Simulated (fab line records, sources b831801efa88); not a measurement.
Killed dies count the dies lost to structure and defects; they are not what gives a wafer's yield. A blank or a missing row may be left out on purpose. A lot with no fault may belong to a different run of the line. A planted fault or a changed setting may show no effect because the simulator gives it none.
A lot that was struck, set against a sound lot | flow sky130 | 15 steps out of a route of 708
Sound: these wafers, L687.2, L687.4, L687.6. Struck: wafer L699.1 (left out: L699.2, L699.5 of the same lot, which were not struck); the cause appears at the end.
At each step with rows: each side's tool, then ch and its chambers, then its first start. Under that, the readings that differ: sound wafers | struck wafers | difference of the means | sigmas: that difference in standard deviations of wafers without a fault.
alike: a reading whose means differ by less than 2 such deviations, as well as words and numbers matching on both sides. not compared: withheld readings; readings where some wafer has no value; bounds like >300 that might hide an equal value; numbers whose values overlap and for which the record gives no deviation.
A row with sigmas, a row that says differs or no value, or rows on one side alone: a step with any of these is where the two part. Numbers that have no deviation but don't overlap get no sigmas and don't part them. Lack of a reading on every wafer of one side parts them only where that side has two or more wafers.

first, 2 steps without rows for these wafers: SKY_METAL3_PEB_11; SKY_METAL3_DEVELOP_12 (develop time 60 s).
SKY_METAL3_CD_MEAS_13 targets a cd of 300 nm.
  struck on cd-sem-02, day 42 14:20; sound on cd-sem-02, day 39 03:11
  alike: cd-nm
SKY_METAL3_OVL_MEAS_14:
  struck on overlay-01, day 42 14:28; sound on overlay-02, day 39 03:17
  reading         | sound    | struck | difference | sigmas
  METAL3_OVL (nm) | -6 -6 -5 | 6      | +12        | +2
SKY_METAL3_DESCUM_15: chemistry O2, time 8 s.
  sound on rie-metal-01 ch 0,1, day 39 03:19; struck on rie-metal-01 ch 0, day 42 14:30
  alike: drypump-motor-current-A, he-backside-leak-sccm, oes-product-au
  not compared: rf-hours-counter-h
SKY_METAL3_ETCH_16: etches BARC in N2/H2, stops on SiO2, time 88.2 s, target depth 60 nm.
  sound on rie-metal-01 ch 0,1, day 39 03:21; struck on rie-metal-01 ch 0, day 42 14:32
  alike: drypump-motor-current-A, h2-flow-sccm, he-backside-leak-sccm, oes-product-au, throttle-valve-pct
  not compared: rf-hours-counter-h
SKY_METAL3_ETCH_17: etches SiO2 in C4F8/O2/Ar, stops on TiN, time 3.9 s, target depth 15 nm.
  sound on rie-diel-02 ch 0,1,3, day 39 03:26; struck on rie-diel-04 ch 0, day 42 14:38
  alike: oes-product-au
  not compared: rf-hours-counter-h
then, 1 step without rows for these wafers: SKY_METAL3_METAL_ETCH_18 (etches the open film in Cl2/BCl3, stops on SiO2, target depth 845 nm, time 183.1 s).
SKY_METAL3_STRIP_19: strips in O2/N2.
  sound on plasma-asher-04 ch 0,1, day 39 03:38; struck on plasma-asher-02 ch 0, day 42 14:50
  alike: drypump-motor-current-A, oes-product-au, strip-time-to-endpoint-s
  not compared: rf-hours-counter-h
then, 3 steps without rows for these wafers: SKY_METAL3_STRIP_20 (strips in post etch residue remover, time 1200 s); SKY_METAL3_CLEAN_21 (cleans in IPA, time 180 s); SKY_METAL3_CLEAN_22 (cleans in O3/DIW).
SKY_VIA3_HDPCVD_00: deposits SiO2, target thk 1635 nm, time 272.5 s.
  sound on hdpcvd-02 ch 0,1,2, day 39 04:16; struck on hdpcvd-01 ch 2, day 42 15:25
  reading                                  | sound          | struck | difference | sigmas
  model.SiO2_of_VIA3_HDPCVD_00.thk-nm (nm) | 1602 1632 1620 | 2993   | +1375      |
SKY_VIA3_THK_MEAS_01:
  struck on film-metro-03, day 42 15:35; sound on film-metro-04, day 39 04:27
  reading              | sound          | struck | difference | sigmas
  VIA3_HDPCVD_THK (nm) | 1604 1633 1620 | 2992   | +1373      | +72
SKY_VIA3_CMP_02: polishes SiO2.
  sound on cmp-01 ch 1,3, day 39 04:30; struck on cmp-01 ch 0, day 42 15:39
  alike: head-pressure-psi, motor-current-A

## WHERE THEY PART
First at SKY_METAL3_OVL_MEAS_14; last, within this record, at SKY_VIA3_THK_MEAS_01. Later steps at which nothing parts them and some readings are alike: SKY_VIA3_CMP_02.

WHY: what had been put in by the simulator
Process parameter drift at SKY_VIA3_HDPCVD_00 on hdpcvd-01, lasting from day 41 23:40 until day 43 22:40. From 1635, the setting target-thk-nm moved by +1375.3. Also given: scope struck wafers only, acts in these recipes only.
